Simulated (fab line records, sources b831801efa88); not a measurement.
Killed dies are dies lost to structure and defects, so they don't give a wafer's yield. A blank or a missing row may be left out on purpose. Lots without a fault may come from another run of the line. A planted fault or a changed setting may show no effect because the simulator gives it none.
Which tool did it? | flow sky130 | 11 lots, 33 wafers sampled, at 2 steps of a route of 708

WHAT THE GAUGES READ, wafer by wafer
SKY_SONOS_ONO_THK_MEAS_03.
lot  | measured     | on            | SONOS_ONO_CVD_02_THK (nm)
L963 | day 11 17:44 | film_metro-03 | 10.34 10.51 10.72
L964 | day 11 20:35 | film_metro-01 | 10.35 10.40 10.54
L965 | day 12 06:36 | film_metro-03 | 10.67 10.56 10.67
L966 | day 12 20:59 | film_metro-03 | 10.61 10.57 10.65
L967 | day 13 05:59 | film_metro-01 | 10.44 10.21 10.24
L968 | day 13 10:44 | film_metro-01 | 10.47 10.44 10.35
L969 | day 13 14:48 | film_metro-01 | 10.60 10.60 10.45
L970 | day 14 06:22 | film_metro-04 | 10.50 10.53 10.39
L971 | day 14 13:20 | film_metro-04 | 10.45 10.54 10.42
L972 | day 14 13:20 | film_metro-01 | 10.36 10.45 10.40
L978 | day 16 21:58 | film_metro-01 | 11.61 11.61 11.65

WHICH TOOL RAN EACH LOT (tool, then ch and the chambers of the sampled wafers, then the start)
lot  | SKY_SONOS_ONO_CVD_02
L963 | lpcvd-02 ch 1, day 11 16:41
L964 | lpcvd-02 ch 1, day 11 19:32
L965 | lpcvd-02 ch 0, day 12 05:33
L966 | lpcvd-02 ch 0, day 12 19:56
L967 | lpcvd-02 ch 1, day 13 04:56
L968 | lpcvd-02 ch 1, day 13 09:41
L969 | lpcvd-02 ch 0, day 13 13:44
L970 | lpcvd-02 ch 0, day 14 05:18
L971 | lpcvd-02 ch 1, day 14 12:17
L972 | lpcvd-02 ch 1, day 14 12:17
L978 | lpcvd-02 ch 1, day 16 20:55
- SKY_SONOS_ONO_CVD_02: deposits Si3N4 from DCS/NH3, target thk 10.5 nm, time 180 s.

THE ANSWER, worked out from the rows above alone
Rule: what is usual is taken from the lots themselves. Put in order of their means at a reading, lots are off if they are a third of the lots or fewer, leave a main group of 4 or more, and stand apart from it by a gap of 3 or more times the standard deviation of the main group's means; of several such gaps the widest counts. A main group whose means are all the same, to the digits that the tables above print for the reading, isn't used. A lot without any number at a reading at which 4 lots or more have one is off too. The other lots that the step has rows for count as sound.
Off: L978, at SKY_SONOS_ONO_THK_MEAS_03 (SONOS_ONO_CVD_02_THK). The main group: mean 10.48 nm, standard deviation 0.096.
A tool fits if, at a process step before that reading, it ran every lot that is off, and no sound lot after the first of them. The gauges at SKY_SONOS_ONO_THK_MEAS_03 are tried like those tools. Can't be told from this: 2 tools fit, lpcvd-02 at SKY_SONOS_ONO_CVD_02, film_metro-01 at SKY_SONOS_ONO_THK_MEAS_03.

WHAT THE SIMULATOR HAD PUT IN
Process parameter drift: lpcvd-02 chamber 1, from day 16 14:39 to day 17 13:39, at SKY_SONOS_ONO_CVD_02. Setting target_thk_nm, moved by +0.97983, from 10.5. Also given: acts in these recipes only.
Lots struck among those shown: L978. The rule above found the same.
